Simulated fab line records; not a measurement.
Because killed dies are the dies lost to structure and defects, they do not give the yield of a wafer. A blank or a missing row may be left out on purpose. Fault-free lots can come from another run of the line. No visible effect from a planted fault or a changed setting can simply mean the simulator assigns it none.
fab line records	flow sky130
record lots=14	wafers=42	last_day=50
route steps=708 shown FIELD_ISO@24 PWDE@49 VIA1@473
lots with no fault: from the same line, run without faults
start_h: hours from the record's first day to the start of the lot's first wafer shown	wait_h: hours elapsed since this lot's preceding step	" unchanged from the row above	L1.1+2: a single row standing in for several wafers	- no value, or no start given	* or withheld: withheld	< > ~ a bound
route shown NAME@n: names a module that has steps shown in the file, with the first one's number in the route	usual: mean/standard deviation taken from wafers without a fault	same: alike in all rows	chamber/n: place in a boat	sites: the reading at each site	_std_site: standard deviation of those values	_edge_site: outer sites' mean less inner sites'	radius_mm: how far each site lies from the wafer's centre	mask NAME#n: copy n	behind: tool/chamber where the wafer was last shaped	hold: cause of the lot's hold/its duration in hours/its outcome	device: transistor that didn't switch, given as n, p or np	end of line: tests of these same wafers at the route's end	a step without rows: its recipe alone	killed: at the first sort, the dies lost to defects and structure; wafer yield is something else	map: shows each die of a wafer: x if killed, . if not, _ if none is there
set.NAME: setting as actually run; set.NAME@STEP: the setting as run at that earlier step	model.NAME: the simulator's own value behind a step, which no gauge read
steps of the route over a sample of lots; a table a step, a row a wafer
services: the hour from which a tool's chamber was out of use, counted from the record's first day as start_h (under 0 if before that day), plus the number of hours and why
## steps
# step SKY_FIELD_ISO_THK_MEAS_23
# recipe reads=SiO2_of_FIELD_ISO_OXIDATION_22
# usual FIELD_ISO_OXIDATION_01_THK=10.14/0.18
lot.wafer	tool	chamber	start_h	wait_h	FIELD_ISO_OXIDATION_01_THK[nm]
L920.1	film_metro-03	-	33.17	0.0	9.96
L920.5	"	-	"	"	9.91
L920.6	"	-	"	"	9.80
L921.3	film_metro-01	-	38.82	0.0	9.77
L921.4	"	-	"	"	10.16
L921.5	"	-	"	"	10.02
L922.2	film_metro-01	-	42.48	0.0	10.16
L922.5	"	-	"	"	10.18
L922.6	"	-	"	"	9.98
L923.1	film_metro-03	-	47.84	0.0	10.30
L923.2	"	-	"	"	10.36
L923.4	"	-	"	"	10.33
L925.1	film_metro-04	-	59.21	0.0	9.87
L925.4	"	-	"	"	10.05
L925.5	"	-	"	"	10.21
L929.1	film_metro-04	-	80.13	0.0	10.16
L929.4	"	-	"	"	10.08
L929.6	"	-	"	"	10.20
L930.4	film_metro-01	-	84.20	0.0	10.22
L930.5	"	-	"	"	10.40
L930.6	"	-	"	"	10.29
L933.1	film_metro-03	-	97.81	0.0	10.01
L933.3	"	-	"	"	10.10
L933.4	"	-	"	"	9.91
L934.1	film_metro-04	-	104.46	0.0	10.24
L934.2	"	-	"	"	10.30
L934.3	"	-	"	"	10.36
L939.1	film_metro-04	-	131.12	0.0	10.57
L939.3	"	-	"	"	10.46
L939.4	"	-	"	"	10.42
L940.1	film_metro-03	-	137.84	0.0	10.22
L940.3	"	-	"	"	10.16
L940.6	"	-	"	"	10.30
L941.1	film_metro-03	-	141.59	0.0	10.23
L941.4	"	-	"	"	10.17
L941.5	"	-	"	"	10.06
L942.2	film_metro-03	-	145.76	0.0	10.20
L942.3	"	-	"	"	10.12
L942.6	"	-	"	"	10.10
L943.3	film_metro-04	-	150.09	0.0	10.15
L943.4	"	-	"	"	10.22
L943.6	"	-	"	"	10.21
# step SKY_PWDE_EXPOSE_04
# recipe mask_id=PWDEM	na=0.6	source_shape=conventional	sigma_outer=0.6	polarization=unpolarized	target_cd_nm=840	dose_mj=214
# usual exposure_dose_mJ_cm2=214.03/0.21	focus_offset_nm=0.0/0.47	stage_vel_mm_s=499.99/0.24
lot.wafer	tool	chamber	start_h	wait_h	mask	exposure_dose_mJ_cm2	focus_offset_nm	stage_vel_mm_s
L920.1	iline_stepper-02	0	63.35	-	PWDEM#0	214.11	0.1	499.98
L920.5	"	0	"	"	PWDEM#0	214.21	-0.3	500.19
L920.6	"	0	"	"	PWDEM#0	214.08	-0.3	500.25
L921.3	iline_stepper-01	0	68.40	-	PWDEM#0	214.30	-0.2	499.84
L921.4	"	0	"	"	PWDEM#0	214.33	-1.2	500.02
L921.5	"	0	"	"	PWDEM#0	214.34	-0.6	500.00
L922.2	iline_stepper-02	0	73.29	-	PWDEM#0	213.96	-0.7	499.91
L922.5	"	0	"	"	PWDEM#0	214.21	-0.5	499.66
L922.6	"	0	"	"	PWDEM#0	213.88	-0.5	499.92
L923.1	iline_stepper-01	0	79.72	-	PWDEM#0	213.74	0.0	500.00
L923.2	"	0	"	"	PWDEM#0	213.77	0.7	499.90
L923.4	"	0	"	"	PWDEM#0	213.70	-0.2	499.89
L925.1	iline_stepper-01	0	88.86	-	PWDEM#0	214.15	-0.7	500.13
L925.4	"	0	"	"	PWDEM#0	213.81	0.0	499.95
L925.5	"	0	"	"	PWDEM#0	214.19	-0.4	500.09
L929.1	iline_stepper-02	0	114.79	-	PWDEM#0	213.64	-0.1	499.72
L929.4	"	0	"	"	PWDEM#0	214.06	-0.2	500.14
L929.6	"	0	"	"	PWDEM#0	213.82	-0.7	499.75
L930.4	iline_stepper-02	0	115.37	-	PWDEM#0	213.88	0.5	499.66
L930.5	"	0	"	"	PWDEM#0	213.90	0.4	499.72
L930.6	"	0	"	"	PWDEM#0	213.98	0.1	499.66
L933.1	iline_stepper-01	-	129.71	-	PWDEM#0	-	-	-
L933.3	"	-	"	"	PWDEM#0	-	-	-
L933.4	"	-	"	"	PWDEM#0	-	-	-
L934.1	iline_stepper-01	-	141.93	-	PWDEM#0	-	-	-
L934.2	"	-	"	"	PWDEM#0	-	-	-
L934.3	"	-	"	"	PWDEM#0	-	-	-
L939.1	iline_stepper-01	0	165.53	-	PWDEM#0	214.11	0.1	500.16
L939.3	"	0	"	"	PWDEM#0	214.20	0.8	499.89
L939.4	"	0	"	"	PWDEM#0	214.28	1.0	499.99
L940.1	iline_stepper-02	0	173.21	-	PWDEM#0	214.03	0.2	500.14
L940.3	"	0	"	"	PWDEM#0	213.96	-0.5	499.93
L940.6	"	0	"	"	PWDEM#0	213.59	0.2	499.74
L941.1	iline_stepper-01	0	178.09	-	PWDEM#0	214.15	0.1	500.01
L941.4	"	0	"	"	PWDEM#0	213.96	-0.5	500.09
L941.5	"	0	"	"	PWDEM#0	214.20	0.1	500.13
L942.2	iline_stepper-01	0	181.43	-	PWDEM#0	214.04	-0.6	500.26
L942.3	"	0	"	"	PWDEM#0	214.21	-0.4	500.34
L942.6	"	0	"	"	PWDEM#0	214.16	-1.1	500.11
L943.3	iline_stepper-02	0	185.00	-	PWDEM#0	213.75	0.2	499.63
L943.4	"	0	"	"	PWDEM#0	214.21	0.4	499.92
L943.6	"	0	"	"	PWDEM#0	213.91	-0.9	499.70
# step SKY_VIA1_ETCH_15
# recipe target=SiO2	chemistry=C4F8/O2/Ar	target_depth_nm=351	stop_on=TiN	mask_material=KrF-thick	source_w=1500	bias_w=1200	pressure_mtorr=40	c4f8_flow_sccm=withheld	O2_flow_sccm=6	Ar_flow_sccm=300	time_s=54
# usual oes_product_au=0.982/0.0054
lot.wafer	tool	chamber	start_h	wait_h	oes_product_au	rf_hours_counter_h
L920.1	rie_diel-03	3	795.65	0.0	0.981	19
L920.5	"	2	"	"	0.980	-
L920.6	"	3	"	"	0.980	-
L921.3	rie_diel-03	2	802.39	0.0	0.979	18
L921.4	"	1	"	"	0.985	23
L921.5	"	2	"	"	0.987	-
L922.2	rie_diel-03	3	808.94	0.0	0.973	20
L922.5	"	3	"	"	0.980	-
L922.6	"	2	"	"	0.979	-
L923.1	rie_diel-03	2	814.14	0.0	0.983	18
L923.2	"	3	"	"	0.972	20
L923.4	"	1	"	"	0.980	23
L925.1	rie_diel-03	1	831.59	0.0	0.987	24
L925.4	"	2	"	"	0.985	19
L925.5	"	2	"	"	0.986	-
L929.1	rie_diel-04	2	871.33	0.0	0.988	10
L929.4	"	0	"	"	0.977	15
L929.6	"	2	"	"	0.982	-
L930.4	rie_diel-02	1	871.72	0.0	0.979	4
L930.5	"	3	"	"	0.986	-
L930.6	"	2	"	"	0.990	-
L933.1	rie_diel-03	3	888.35	0.0	0.989	22
L933.3	"	1	"	"	0.992	26
L933.4	"	2	"	"	0.987	21
L934.1	rie_diel-03	1	906.65	0.0	0.976	27
L934.2	"	2	"	"	0.977	21
L934.3	"	3	"	"	0.985	23
L939.1	rie_diel-03	2	934.35	0.0	0.985	22
L939.3	"	1	"	"	0.990	27
L939.4	"	1	"	"	0.980	-
L940.1	rie_diel-03	2	943.60	0.0	0.988	22
L940.3	"	3	"	"	0.980	24
L940.6	"	3	"	"	0.982	-
L941.1	rie_diel-04	1	944.70	0.0	0.976	7
L941.4	"	2	"	"	0.990	12
L941.5	"	0	"	"	0.973	-
L942.2	rie_diel-03	2	952.40	0.0	0.982	23
L942.3	"	1	"	"	0.980	28
L942.6	"	2	"	"	0.982	-
L943.3	rie_diel-02	2	954.93	0.0	0.981	3
L943.4	"	1	"	"	0.975	6
L943.6	"	3	"	"	0.974	-
# step SKY_VIA1_RS_MEAS_22
# recipe thk_meas_gauge=four-point-probe	reads=W_of_VIA1_CVD_21+TiN_of_VIA1_SPUTTER_20
# usual VIA1_W_RS=0.425/0.0043
lot.wafer	tool	chamber	start_h	wait_h	VIA1_W_RS[ohm/sq]
L920.1	film_metro-01	-	796.51	0.1	0.426
L920.5	"	-	"	"	0.435
L920.6	"	-	"	"	0.426
L921.3	film_metro-02	-	803.23	0.1	0.431
L921.4	"	-	"	"	0.425
L921.5	"	-	"	"	0.422
L922.2	film_metro-01	-	809.77	0.1	0.423
L922.5	"	-	"	"	0.419
L922.6	"	-	"	"	0.421
L923.1	film_metro-02	-	814.99	0.1	0.423
L923.2	"	-	"	"	0.421
L923.4	"	-	"	"	0.421
L925.1	film_metro-01	-	832.42	0.1	0.419
L925.4	"	-	"	"	0.419
L925.5	"	-	"	"	0.420
L929.1	film_metro-01	-	872.12	0.1	0.428
L929.4	"	-	"	"	0.430
L929.6	"	-	"	"	0.423
L930.4	film_metro-02	-	872.57	0.1	0.423
L930.5	"	-	"	"	0.425
L930.6	"	-	"	"	0.426
L933.1	film_metro-04	-	889.14	0.1	0.426
L933.3	"	-	"	"	0.430
L933.4	"	-	"	"	0.425
L934.1	film_metro-04	-	907.44	0.1	0.421
L934.2	"	-	"	"	0.424
L934.3	"	-	"	"	0.423
L939.1	film_metro-04	-	935.14	0.1	0.423
L939.3	"	-	"	"	0.420
L939.4	"	-	"	"	0.423
L940.1	film_metro-02	-	944.79	0.1	0.429
L940.3	"	-	"	"	0.425
L940.6	"	-	"	"	0.425
L941.1	film_metro-04	-	945.67	0.1	0.425
L941.4	"	-	"	"	0.426
L941.5	"	-	"	"	0.426
L942.2	film_metro-04	-	953.21	0.1	0.425
L942.3	"	-	"	"	0.426
L942.6	"	-	"	"	0.424
L943.3	film_metro-04	-	955.76	0.1	0.427
L943.4	"	-	"	"	0.427
L943.6	"	-	"	"	0.429
## services
tool	chamber	start_h	hours	kind
iline_stepper-01	-	49.57	1.7	pm
rie_diel-03	2	69.75	12.8	repair
iline_stepper-01	-	75.27	2.1	pm
rie_diel-03	2	86.27	1.9	repair
rie_diel-03	2	125.85	3.4	repair
rie_diel-03	0	164.96	9.7	repair
rie_diel-03	0	177.13	3.2	repair
rie_diel-03	3	188.65	4.4	repair
rie_diel-03	1	261.59	2.9	repair
iline_stepper-01	-	267.75	1.7	pm
rie_diel-03	0	307.74	9.4	repair
rie_diel-03	1	331.49	4.2	repair
rie_diel-03	-	335.12	0.3	repair
iline_stepper-01	-	485.93	1.7	pm
rie_diel-03	-	491.76	2.8	pm
rie_diel-03	1	514.22	47.6	repair
rie_diel-03	2	523.45	2.3	repair
rie_diel-03	3	594.02	6.8	repair
rie_diel-03	2	608.93	3.3	repair
rie_diel-03	0	634.86	5.1	repair
rie_diel-03	3	643.73	24.0	repair
rie_diel-03	2	650.29	4.8	repair
iline_stepper-01	-	704.11	1.7	pm
rie_diel-03	3	934.45	3.5	repair
## key
first_sign step=SKY_PWDE_EXPOSE_04	reading=tool_record	direction=missing
effect none on later readings
met_at SKY_PWDE_EXPOSE_04
struck_lots L933,L934
sort_left_out L933.1,L933.3,L933.4,L934.1,L934.2,L934.3
tester_left_out L933,L934
not_acting_at SKY_FIELD_ISO_THK_MEAS_23,SKY_VIA1_ETCH_15,SKY_VIA1_RS_MEAS_22
onset_between 88.86 129.71
fault kind=skipped_step_whole	tool=iline_stepper-01	chamber=-	onset_h=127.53	steps=SKY_PWDE_EXPOSE_04	scope=struck_lots_only
# tester_left_out: of these lots the tester's yield and bins aren't shown, on N5 and GAA mostly nor the transistor test; their killed dies are dies lost to structure and defects alone, not to doping, threshold or leakage, so they don't give the yield
# sort_left_out: the simulated sort isn't trusted on such a fault, so these wafers' sort isn't shown, and their yield isn't known
